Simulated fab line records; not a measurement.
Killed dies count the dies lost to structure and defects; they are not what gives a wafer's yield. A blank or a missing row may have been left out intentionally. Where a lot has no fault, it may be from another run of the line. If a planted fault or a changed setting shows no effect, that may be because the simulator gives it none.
A single fault, viewed from 2 desks ; flow sky130 ; only its own numbers are on each desk; what lay behind them is given at the end

== THE METROLOGY DESK ==
What the gauges read for every lot (on any tool): the sampled wafers with a number, averaged. The brackets show how far a lot's mean lies from the usual mean; more than 4 standard deviations puts the lot out of limits, marked OUT.
Columns: A = VT_ADJUST_HVTR_OVL at SKY_VT_ADJUST_HVTR_OVL_MEAS_08, usual 0.6 nm; B = SONOS_TUNNEL_TW at SKY_SONOS_TUNNEL_TW_MEAS_12, usual 198.5
lot;first seen here;A;B
L173;day 10 15:25;0.0;200.1
L172;day 10 16:22;-0.1;198.2
L175;day 11 09:49;2.2;198.6
L174;day 11 12:28;1.9;197.9
L177;day 12 01:17;-0.1;199.4
L185;day 13 12:22;-0.1;197.1
L186;day 13 23:38;-0.5;198.2
L189;day 14 23:20;-1.5;197.2
L190;day 15 04:37;1.6;199.2
L191;day 15 09:13;-0.2;198.9
L192;day 15 11:55;1.9;199.8
L193;day 15 21:58;0.4;198.1
L194;day 16 07:49;0.3;197.7
L195;day 16 15:34;-0.5;197.1
Finding of this desk: none of the 14 lots has anything out of limits.

== DESK OF THE TOOL OWNER: litho-track-01 ==
The tool's own readings at SKY_SONOS_TUNNEL_SOFTBAKE_03 (time 60 s): means of the sampled wafers that have a number, for each lot that ran on this tool. The brackets show how far a lot's mean lies from the usual mean; more than 4 standard deviations puts the lot out of limits, marked OUT.
Columns: A = run-length-s at SKY_SONOS_TUNNEL_SOFTBAKE_03, usual 89.07 s
lot;first seen here;A
L172;day 12 03:48;89.12
L175;day 12 23:02;89.04
L174;day 13 01:39;91.00 (+18) OUT
L177;day 13 15:05;92.08 (+27) OUT
L193;day 17 16:21;89.13
L195;day 18 10:57;89.14
This desk's finding: out of limits on L174, L177; first on L174, day 13 01:39 (run-length-s at SKY_SONOS_TUNNEL_SOFTBAKE_03). Within limits: L172, L175, L193, L195.

== ALL TOGETHER ==
The tool owner's desk could have raised an alarm at day 13 01:39, on L174, L177.
Nothing out of limits was seen by the metrology desk.
The metrology desk has L174, L177 on record, within its limits.
Every lot named ran SKY_SONOS_TUNNEL_SOFTBAKE_03 on litho-track-01.

== WHAT THE SIMULATOR HAD PUT IN ==
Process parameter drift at SKY_SONOS_TUNNEL_SOFTBAKE_03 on litho-track-01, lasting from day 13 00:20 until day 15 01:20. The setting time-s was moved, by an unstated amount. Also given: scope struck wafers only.
Lots struck among those shown: L174, L177.
Each desk's first reading out of limits, in hours after the fault started: the tool owner's desk, 1.
